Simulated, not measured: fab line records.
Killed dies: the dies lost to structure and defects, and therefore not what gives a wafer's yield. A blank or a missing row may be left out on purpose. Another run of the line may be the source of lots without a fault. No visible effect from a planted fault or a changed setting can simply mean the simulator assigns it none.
What tool caused it? | flow gf180mcu | 33 wafers from 11 lots sampled at 6 of the route's 602 steps

## WHAT EACH GAUGE READ, for each wafer
GF_HV_LDD_TW_MEAS_50. Usual: HV_LDD_4_TW 569, standard deviation 3.4.
lot  | measured     | on           | HV_LDD_4_TW | flag
L419 | day 13 02:04 | filmMetro-04 | 570 565 565 | 
L420 | day 13 04:50 | filmMetro-04 | 564 567 566 | 
L423 | day 14 16:52 | filmMetro-04 | 569 562 564 | 
L424 | day 14 19:11 | filmMetro-04 | 569 566 566 | 
L425 | day 14 21:53 | filmMetro-04 | 568 567 565 | 
L426 | day 15 16:28 | filmMetro-04 | 568 571 570 | 
L431 | day 17 08:29 | filmMetro-04 | 573 574 573 | 
L432 | day 17 09:40 | filmMetro-04 | 573 574 573 | 
L437 | day 19 11:04 | filmMetro-04 | 571 576 574 | 
L438 | day 19 12:25 | filmMetro-02 | 565 566 566 | 
L440 | day 20 05:31 | filmMetro-02 | 570 573 573 | 

GF_PSD_TW_MEAS_11. Usual: PSD_TW 3170, standard deviation 19.
lot  | measured     | on           | PSD_TW            | flag
L419 | day 14 23:07 | filmMetro-03 | 3168 3174 3175    | 
L420 | day 15 01:37 | filmMetro-03 | 3164 3181 3179    | 
L423 | day 16 15:01 | filmMetro-04 | 3146 3142 3139    | 
L424 | day 16 19:04 | filmMetro-03 | 3194 3179 3176    | 
L425 | day 16 22:11 | filmMetro-04 | 3139 3146 3133    | 
L426 | day 17 18:49 | filmMetro-04 | 3183 3196 3181    | 
L431 | day 19 11:16 | filmMetro-04 | 3171 3171 3175    | 
L432 | day 19 12:13 | filmMetro-03 | 30 30 30 30 30 30 | OFF
L437 | day 21 15:40 | filmMetro-03 | 3192 3183 3180    | 
L438 | day 21 16:34 | filmMetro-03 | 3188 3195 3186    | 
L440 | day 22 08:25 | filmMetro-03 | 3194 3179 3179    | 

## EACH LOT AND THE TOOL THAT RAN IT (in order: tool; ch and the chambers of the sampled wafers; start)
lot  | GF_HV_LDD_STRIP_22                  | GF_HV_LDD_RTA_52                | GF_NSD_STRIP_11                     | GF_PSD_STRIP_10
L419 | plasmaAsher-01 ch 0,1, day 11 10:07 | rtpAnneal-02 ch 0, day 13 02:11 | plasmaAsher-01 ch 0, day 14 01:34   | plasmaAsher-03 ch 0,1, day 14 23:01
L420 | plasmaAsher-02 ch 0,1, day 11 13:01 | rtpAnneal-01 ch 0, day 13 04:58 | plasmaAsher-03 ch 0,1, day 14 04:57 | plasmaAsher-02 ch 0,1, day 15 01:31
L423 | plasmaAsher-02 ch 0,1, day 12 23:43 | rtpAnneal-01 ch 0, day 14 16:59 | plasmaAsher-03 ch 0,1, day 15 17:13 | plasmaAsher-02 ch 0,1, day 16 14:55
L424 | plasmaAsher-02 ch 0,1, day 13 01:01 | rtpAnneal-02 ch 0, day 14 19:18 | plasmaAsher-04 ch 0,1, day 15 20:25 | plasmaAsher-01 ch 0, day 16 18:58
L425 | plasmaAsher-01 ch 0,1, day 13 03:19 | rtpAnneal-01 ch 0, day 14 22:03 | plasmaAsher-01 ch 0,1, day 15 23:59 | plasmaAsher-02 ch 0,1, day 16 22:06
L426 | plasmaAsher-01 ch 0,1, day 13 21:58 | rtpAnneal-02 ch 0, day 15 16:35 | plasmaAsher-03 ch 0,1, day 16 19:14 | plasmaAsher-02 ch 0,1, day 17 18:43
L431 | plasmaAsher-04 ch 0,1, day 15 11:16 | rtpAnneal-01 ch 0, day 17 08:36 | plasmaAsher-03 ch 0,1, day 18 11:13 | plasmaAsher-03 ch 0,1, day 19 11:10
L432 | plasmaAsher-01 ch 0,1, day 15 11:55 | rtpAnneal-02 ch 0, day 17 09:47 | plasmaAsher-04 ch 0,1, day 18 12:10 | plasmaAsher-03 ch 0,1, day 19 12:07
L437 | plasmaAsher-02 ch 0,1, day 17 10:41 | rtpAnneal-02 ch 0, day 19 11:10 | plasmaAsher-04 ch 0, day 20 15:08   | plasmaAsher-03 ch 0,1, day 21 15:34
L438 | plasmaAsher-01 ch 0,1, day 17 11:49 | rtpAnneal-01 ch 0, day 19 12:31 | plasmaAsher-01 ch 0,1, day 20 16:04 | plasmaAsher-03 ch 0,1, day 21 16:28
L440 | plasmaAsher-02 ch 0,1, day 18 04:05 | rtpAnneal-01 ch 0, day 20 05:38 | plasmaAsher-04 ch 0, day 21 08:43   | plasmaAsher-01 ch 0,1, day 22 08:19
- GF_HV_LDD_STRIP_22: strips in O2/N2.
- GF_HV_LDD_RTA_52: time 10 s.
- GF_NSD_STRIP_11: strips in O2/N2.
- GF_PSD_STRIP_10: strips in O2/N2.

## WHAT THE TOOLS THEMSELVES READ (means of the sampled wafers that have a number; where no wafer has one, the mark that the record gives instead)
GF_HV_LDD_STRIP_22. Usual: drypumpMotorCurrentA 6.1 A, standard deviation 0.47; heaterPowerW 329 W, standard deviation 28; oesProductAu 0.715 a.u., standard deviation 0.0042; stripTimeToEndpointS 12.63 s, standard deviation 0.038.
lot  | tool           | drypumpMotorCurrentA (A) | heaterPowerW (W) | oesProductAu (a.u.) | stripTimeToEndpointS (s) | flag
L419 | plasmaAsher-01 | 5.9                      | 314              | 0.718               | 12.64                    | 
L420 | plasmaAsher-02 | 6.7                      | 353              | 0.712               | 12.64                    | 
L423 | plasmaAsher-02 | 6.6                      | 359              | 0.718               | 12.66                    | 
L424 | plasmaAsher-02 | 6.7                      | 355              | 0.713               | 12.62                    | 
L425 | plasmaAsher-01 | 5.8                      | 308              | 0.712               | 12.58                    | 
L426 | plasmaAsher-01 | 5.8                      | 317              | 0.714               | 12.59                    | 
L431 | plasmaAsher-04 | 5.5                      | 324              | 0.714               | 12.65                    | 
L432 | plasmaAsher-01 | 5.8                      | 309              | 0.718               | 12.61                    | 
L437 | plasmaAsher-02 | 6.7                      | 358              | 0.717               | 12.68                    | 
L438 | plasmaAsher-01 | 5.9                      | 312              | 0.713               | 12.63                    | 
L440 | plasmaAsher-02 | 6.7                      | 355              | 0.714               | 12.61                    | 

GF_HV_LDD_RTA_52. Usual: annealTempCMax 1006.3, standard deviation 1.6; lampPowerPct 32.0 %, standard deviation 1.2; wafer_temp_C_max 1006.0, standard deviation 1.1.
lot  | tool         | annealTempCMax | lampPowerPct (%) | wafer_temp_C_max | flag
L419 | rtpAnneal-02 | 1004.9         | 33.5             | 1004.9           | 
L420 | rtpAnneal-01 | 1007.5         | 31.1             | 1006.4           | 
L423 | rtpAnneal-01 | 1006.7         | 31.1             | 1006.8           | 
L424 | rtpAnneal-02 | 1004.7         | 33.5             | 1005.7           | 
L425 | rtpAnneal-01 | 1006.8         | 31.1             | 1006.6           | 
L426 | rtpAnneal-02 | 1005.5         | 33.5             | 1006.8           | 
L431 | rtpAnneal-01 | 1006.9         | 31.1             | 1006.4           | 
L432 | rtpAnneal-02 | 1005.6         | 33.5             | 1005.3           | 
L437 | rtpAnneal-02 | 1005.4         | 33.5             | 1005.9           | 
L438 | rtpAnneal-01 | 1007.3         | 31.1             | 1006.0           | 
L440 | rtpAnneal-01 | 1007.8         | 31.1             | 1006.3           | 

GF_NSD_STRIP_11. Usual: drypumpMotorCurrentA 5.70 A, standard deviation 0.14; heaterPowerW 314 W, standard deviation 37; oesProductAu 0.487 a.u., standard deviation 0.0049; stripTimeToEndpointS 22.96 s, standard deviation 0.037.
lot  | tool           | drypumpMotorCurrentA (A) | heaterPowerW (W) | oesProductAu (a.u.) | stripTimeToEndpointS (s) | flag
L419 | plasmaAsher-01 | 5.74                     | 301              | 0.485               | 22.99                    | 
L420 | plasmaAsher-03 | 5.76                     | 334              | 0.489               | 22.91                    | 
L423 | plasmaAsher-03 | 5.70                     | 300              | 0.486               | 22.97                    | 
L424 | plasmaAsher-04 | 5.48                     | 292              | 0.490               | 22.99                    | 
L425 | plasmaAsher-01 | 5.79                     | 311              | 0.484               | 22.95                    | 
L426 | plasmaAsher-03 | 5.72                     | 306              | 0.490               | 22.94                    | 
L431 | plasmaAsher-03 | 5.74                     | 327              | 0.486               | 22.94                    | 
L432 | plasmaAsher-04 | 5.51                     | 323              | 0.486               | -                        | OFF
L437 | plasmaAsher-04 | 5.43                     | 269              | 0.487               | 22.99                    | 
L438 | plasmaAsher-01 | 5.79                     | 313              | 0.487               | 23.01                    | 
L440 | plasmaAsher-04 | 5.43                     | 267              | 0.489               | 22.97                    | 

GF_PSD_STRIP_10. Usual: drypumpMotorCurrentA 6.0 A, standard deviation 0.42; heaterPowerW 327 W, standard deviation 36; oesProductAu 0.594 a.u., standard deviation 0.0048; stripTimeToEndpointS 16.44 s, standard deviation 0.039.
lot  | tool           | drypumpMotorCurrentA (A) | heaterPowerW (W) | oesProductAu (a.u.) | stripTimeToEndpointS (s) | flag
L419 | plasmaAsher-03 | 5.8                      | 337              | 0.594               | 16.51                    | 
L420 | plasmaAsher-02 | 6.6                      | 349              | 0.591               | 16.38                    | 
L423 | plasmaAsher-02 | 6.6                      | 359              | 0.593               | 16.44                    | 
L424 | plasmaAsher-01 | 5.7                      | 302              | 0.595               | 16.49                    | 
L425 | plasmaAsher-02 | 6.7                      | 354              | 0.594               | 16.42                    | 
L426 | plasmaAsher-02 | 6.6                      | 362              | 0.594               | 16.41                    | 
L431 | plasmaAsher-03 | 5.7                      | 331              | 0.598               | 16.47                    | 
L432 | plasmaAsher-03 | 5.7                      | 301              | 0.625               | 22.35                    | OFF
L437 | plasmaAsher-03 | 5.7                      | 304              | 0.594               | 16.44                    | 
L438 | plasmaAsher-03 | 5.8                      | 331              | 0.591               | 16.41                    | 
L440 | plasmaAsher-01 | 5.8                      | 315              | 0.596               | 16.46                    | 

## THE ANSWER, worked out from the rows above alone
Rule: lot off if the mean of its wafers having a number is beyond 3 standard deviations from the usual mean. A lot without any number at a reading at which 4 lots or more have one is off too. All remaining lots with rows at the step are treated as sound. After the gauges, taken in route order, come the tools' own readings; for these a lot's mean is taken, as printed above. At the first step where some lot is off, the reading lying furthest off is the one used; lots without a number count as furthest.
Off: at GF_PSD_TW_MEAS_11 (PSD_TW), L432.
A tool fits if, at a process step before that reading, it ran every lot that is off, and no sound lot after the first of them. Not tried: the gauges at GF_PSD_TW_MEAS_11; whatever is off there is also off at GF_NSD_STRIP_11, on other tools, and gauge error can't account for it. Not one of the candidates tried fits.

## WHAT THE SIMULATOR PUT IN
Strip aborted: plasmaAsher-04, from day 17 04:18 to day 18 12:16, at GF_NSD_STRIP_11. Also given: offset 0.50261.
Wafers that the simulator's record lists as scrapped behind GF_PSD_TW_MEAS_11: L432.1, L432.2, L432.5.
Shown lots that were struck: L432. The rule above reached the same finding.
